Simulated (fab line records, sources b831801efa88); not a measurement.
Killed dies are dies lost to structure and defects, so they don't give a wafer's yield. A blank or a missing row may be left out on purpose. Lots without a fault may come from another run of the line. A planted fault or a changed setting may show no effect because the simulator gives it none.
A struck lot beside a sound one | flow sky130 | 14 steps out of a route of 708
Sound: wafers L547.1, L547.4, L547.6. Struck: wafers L538.3, L538.4, L538.5. The cause comes at the end.
At each step with rows: each side's tool, then ch and its chambers, then its first start. Under that, the readings that differ: sound wafers | struck wafers | difference of the means | sigmas: that difference in standard deviations of wafers without a fault.
alike: readings whose means differ by less than 2 such deviations, and words and numbers that are the same on both sides. not compared: withheld readings, readings that some wafer has no value for, bounds like >300 that may hide the same value, and numbers for which the record gives no deviation and whose values overlap.
The two part at a step that has a row with sigmas, a row that says differs or no value, or rows on one side only. Numbers that don't overlap but have no deviation are shown without sigmas and don't part them. A reading that every wafer of one side lacks parts them only if that side has two wafers or more.

first, 6 steps without rows for these wafers: SKY_METAL4_COAT_07 (resist thk 60 nm); SKY_METAL4_COAT_08 (resist thk 1140 nm); SKY_METAL4_SOFTBAKE_09 (time 90 s); SKY_METAL4_EXPOSE_10 (exposes mask MM4, target cd 300 nm); SKY_METAL4_PEB_11; SKY_METAL4_DEVELOP_12 (develop time 60 s).
SKY_METAL4_CD_MEAS_13: target cd 300 nm.
  sound on cd_sem-01, day 47 02:26; struck on cd_sem-01, day 44 19:47
  reading    | sound             | struck            | difference | sigmas
  cd_nm (nm) | 301.0 300.4 300.4 | 296.5 297.7 296.4 | -3.7       | -2
SKY_METAL4_OVL_MEAS_14:
  sound on overlay-01, day 47 02:34; struck on overlay-02, day 44 19:52
  alike: METAL4_OVL
SKY_METAL4_DESCUM_15: chemistry O2, time 8 s.
  sound on rie_metal-02 ch 0,1, day 47 02:35; struck on rie_metal-02 ch 0,1, day 44 19:54
  alike: drypump_motor_current_A, oes_product_au, rf_fwd_power_W
  not compared: rf_hours_counter_h
SKY_METAL4_ETCH_16: etches BARC in N2/H2, stops on SiO2, time 88.2 s, target depth 60 nm.
  sound on rie_metal-02 ch 0,1, day 47 02:37; struck on rie_metal-02 ch 0,1, day 44 19:58
  alike: drypump_motor_current_A, oes_product_au, rf_fwd_power_W, throttle_valve_pct
  not compared: rf_hours_counter_h
SKY_METAL4_ETCH_17: etches SiO2 in C4F8/O2/Ar, stops on TiN, time 3.9 s, target depth 15 nm.
  sound on rie_diel-04 ch 1,2,3, day 47 02:43; struck on rie_diel-03 ch 1,2, day 44 20:01
  alike: oes_product_au, rf_fwd_power_W
  not compared: rf_hours_counter_h
SKY_METAL4_METAL_ETCH_18: etches the open film in Cl2/BCl3, stops on SiO2, target depth 845 nm, time 183.1 s.
  sound on rie_metal-04 ch 0,1, day 47 02:44; struck on rie_metal-03 ch 0,1, day 44 20:06
  alike: bcl3_flow_sccm, drypump_motor_current_A, mfc_cl2_sccm, oes_product_au, rf_fwd_power_W, throttle_valve_pct
  not compared: rf_hours_counter_h
SKY_METAL4_STRIP_19: strips in O2/N2.
  sound on plasma_asher-04 ch 0,1, day 47 02:55; struck on plasma_asher-04 ch 0,1, day 44 20:15
  no value came back on the struck wafers for any of 5 readings (chamber_pressure_mTorr (mTorr), drypump_motor_current_A (A) and others); on the sound wafers chamber_pressure_mTorr (mTorr) reads 1500 1502 1500
  reading                                       | sound | struck          | difference | sigmas
  model.KrF-thick_of_METAL4_COAT_08.thk_nm (nm) | 0 0 0 | 524.6 521 523.7 | +523.1     |
  not compared: rf_hours_counter_h
then, 1 step without rows for these wafers: SKY_METAL4_STRIP_20 (strips in post etch residue remover, time 1200 s).

WHERE THEY PART
First at SKY_METAL4_CD_MEAS_13; last, within this record, at SKY_METAL4_STRIP_19.

WHY: what the simulator had put in
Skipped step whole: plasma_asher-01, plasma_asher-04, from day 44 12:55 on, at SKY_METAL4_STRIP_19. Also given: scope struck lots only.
